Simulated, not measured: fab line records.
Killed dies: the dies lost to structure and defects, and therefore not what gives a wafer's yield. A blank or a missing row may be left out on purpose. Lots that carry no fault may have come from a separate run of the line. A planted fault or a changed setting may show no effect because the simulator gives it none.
Which tool was responsible? / flow sky130 / 18 wafers from 6 lots sampled at 2 of the route's 708 steps

## WHAT THE GAUGES SHOWED, per wafer
SKY_LDD_P_CD_MEAS_07: the cd target is 380 nm.
lot=L386; measured=day 16 08:19; on=cd-sem-01; cd-nm (nm)=379.4 377.5 377.5
lot=L388; measured=day 17 03:41; on=cd-sem-02; cd-nm (nm)=382.3 379.6 381.1
lot=L394; measured=day 19 08:35; on=cd-sem-02; cd-nm (nm)=374.6 374.5 372.0
lot=L398; measured=day 20 05:05; on=cd-sem-01; cd-nm (nm)=382.6 382.9 383.8
lot=L405; measured=day 30 07:04; on=cd-sem-02; cd-nm (nm)=380.2 381.1 382.0
lot=L404; measured=day 30 10:52; on=cd-sem-01; cd-nm (nm)=377.4 377.5 379.5

## WHAT TOOL EACH LOT RAN ON (gives the tool, then ch and the chambers of the sampled wafers, and finally the start)
lot=L386; SKY_LDD_P_DEVELOP_06=litho-track-01 ch 0, day 16 08:10
lot=L388; SKY_LDD_P_DEVELOP_06=litho-track-02 ch 0, day 17 03:32
lot=L394; SKY_LDD_P_DEVELOP_06=litho-track-01 ch 0, day 19 08:26
lot=L398; SKY_LDD_P_DEVELOP_06=litho-track-03 ch 0, day 20 04:56
lot=L405; SKY_LDD_P_DEVELOP_06=litho-track-02 ch 0, day 30 06:55
lot=L404; SKY_LDD_P_DEVELOP_06=litho-track-02 ch 0, day 30 10:43
- SKY_LDD_P_DEVELOP_06: develop time 60 s.

## THE ANSWER, worked out from the rows above alone
Rule: the lots themselves supply what counts as usual. Put in order of their means at a reading, lots are off if they are a third of the lots or fewer, leave a main group of 4 or more, and stand apart from it by a gap of 3 or more times the standard deviation of the main group's means; of several such gaps the widest counts. Not used: any main group whose means are identical at the precision the tables above print for the reading. A lot without any number at a reading at which 4 lots or more have one is off too. Any other lot the step has rows for is counted as sound.
No lot is off at any reading shown: from this, nothing can be told.

## WHAT WAS PUT IN BY THE SIMULATOR
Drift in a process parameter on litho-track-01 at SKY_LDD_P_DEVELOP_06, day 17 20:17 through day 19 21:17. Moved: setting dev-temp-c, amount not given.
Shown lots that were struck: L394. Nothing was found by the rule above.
